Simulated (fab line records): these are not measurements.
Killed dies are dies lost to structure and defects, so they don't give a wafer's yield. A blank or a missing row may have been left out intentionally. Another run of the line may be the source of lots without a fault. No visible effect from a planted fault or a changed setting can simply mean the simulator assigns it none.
Tool commonality check    flow gf180mcu    Sampled: 13 lots, 39 wafers

WHAT PROMPTED THE OPENING
Flagged at GF_M1_CD_MEAS_14: reading cd nm, on 2 of 13 lots. No-fault wafers: 230.1 nm, standard deviation 1.
Rule: a lot gets a flag if all its wafers with a number sit over 4 standard deviations from that mean, or if no wafer of it has a number. The rest of the lots are taken to be sound.

lot   measured      on         cd nm (nm), wafer by wafer  flag
L389  day 17 01:16  cd sem-02  230.8 228.6 230.2           
L391  day 17 19:29  cd sem-02  228.8 229.1 227.9           
L393  day 19 00:48  cd sem-01  229.6 230.1 229.7           
L394  day 19 03:02  cd sem-01  230.6 230.0 229.9           
L395  day 19 15:37  cd sem-01  229.4 229.6 228.8           
L400  day 21 18:03  cd sem-01  243.1 243.2 244.2           FLAGGED
L401  day 21 19:47  cd sem-01  243.3 242.1 242.5           FLAGGED
L403  day 22 14:37  cd sem-01  228.1 228.7 228.3           
L405  day 23 08:47  cd sem-01  230.5 229.7 230.1           
L406  day 23 13:30  cd sem-01  230.4 231.0 231.3           
L407  day 23 21:28  cd sem-01  230.4 230.7 231.1           
L409  day 24 10:01  cd sem-02  229.7 230.1 229.4           
L411  day 25 02:32  cd sem-01  232.1 231.2 230.6           
The mean of the flagged lots' numbers is 243.1 nm, +13.0 nm from the usual (+13 standard deviations).

LOT BY LOT: THE TOOL USED
Before the reading, the record contains 2 process steps out of a 602-step route. Every cell lists first the tool, next ch and the chambers used by the sampled wafers, and last the start.
lot   flag     GF_CONTACT_SPUTTER_23         GF_M1_SOFTBAKE_10
L389           pvd sputter-04, day 16 02:03  litho track-02 ch 0, day 16 13:29
L391           pvd sputter-02, day 16 19:59  litho track-02 ch 0, day 17 08:07
L393           pvd sputter-02, day 17 23:17  litho track-02 ch 0, day 18 12:10
L394           pvd sputter-02, day 18 02:04  litho track-01 ch 0, day 18 14:16
L395           pvd sputter-02, day 18 13:53  litho track-01 ch 0, day 19 03:19
L400  FLAGGED  pvd sputter-04, day 20 16:56  litho track-02 ch 0, day 21 06:11
L401  FLAGGED  pvd sputter-04, day 20 18:12  litho track-02 ch 0, day 21 07:29
L403           pvd sputter-02, day 21 13:49  litho track-01 ch 0, day 22 03:05
L405           pvd sputter-02, day 22 08:56  litho track-01 ch 0, day 22 21:19
L406           pvd sputter-04, day 22 13:23  litho track-03 ch 0, day 23 02:03
L407           pvd sputter-01, day 22 22:31  litho track-03 ch 0, day 23 10:12
L409           pvd sputter-02, day 23 10:23  litho track-01 ch 0, day 23 22:38
L411           pvd sputter-04, day 24 04:03  litho track-03 ch 0, day 24 16:00
What the steps here do:
- GF_CONTACT_SPUTTER_23: material TiN, target thk 10 nm, time 40 s.
- GF_M1_SOFTBAKE_10: time 60 s.
- GF_M1_CD_MEAS_14: target cd 230 nm.

FLAGGED OVER TOTAL, TOOL BY TOOL (the gauges that took the reading come last)
step                   tool            lots run  flagged  share of the flagged lots  sound lots run after its first flagged lot
GF_CONTACT_SPUTTER_23  pvd sputter-01  1         0        none                       -
GF_CONTACT_SPUTTER_23  pvd sputter-02  7         0        none                       -
GF_CONTACT_SPUTTER_23  pvd sputter-04  5         2        all                        2 (L406,L411)
GF_M1_SOFTBAKE_10      litho track-01  5         0        none                       -
GF_M1_SOFTBAKE_10      litho track-02  5         2        all                        0
GF_M1_SOFTBAKE_10      litho track-03  3         0        none                       -
GF_M1_CD_MEAS_14       cd sem-01       10        2        all                        5 (L403,L405,L406,L407,L411)
GF_M1_CD_MEAS_14       cd sem-02       3         0        none                       -

WHAT THE TABLE ALLOWS
In the table, 3 rows ran each flagged lot (pvd sputter-04 at GF_CONTACT_SPUTTER_23; litho track-02 at GF_M1_SOFTBAKE_10; cd sem-01 at GF_M1_CD_MEAS_14).
- pvd sputter-04 at GF_CONTACT_SPUTTER_23: 2 of its 5 lots flagged. After the first flagged lot (L406, L411), sound lots still ran on it; a lasting fault on the whole tool would not permit that.
- litho track-02 at GF_M1_SOFTBAKE_10: 2 of its 5 lots flagged. Last sound lot L393 at day 18 12:10, first flagged lot L400 at day 21 06:11; a fault beginning in between fits. Its own readings (heater power total W, plate temp C) fall more than 4 standard deviations out on all wafers of the flagged lots.
- cd sem-01 at GF_M1_CD_MEAS_14: 2 of its 10 lots flagged. After the first flagged lot (L403, L405, L406, L407, L411), sound lots still ran on it; a lasting fault on the whole tool would not permit that.
Just one tool remains: litho track-02 at GF_M1_SOFTBAKE_10.

WHAT THE SIMULATOR PUT IN
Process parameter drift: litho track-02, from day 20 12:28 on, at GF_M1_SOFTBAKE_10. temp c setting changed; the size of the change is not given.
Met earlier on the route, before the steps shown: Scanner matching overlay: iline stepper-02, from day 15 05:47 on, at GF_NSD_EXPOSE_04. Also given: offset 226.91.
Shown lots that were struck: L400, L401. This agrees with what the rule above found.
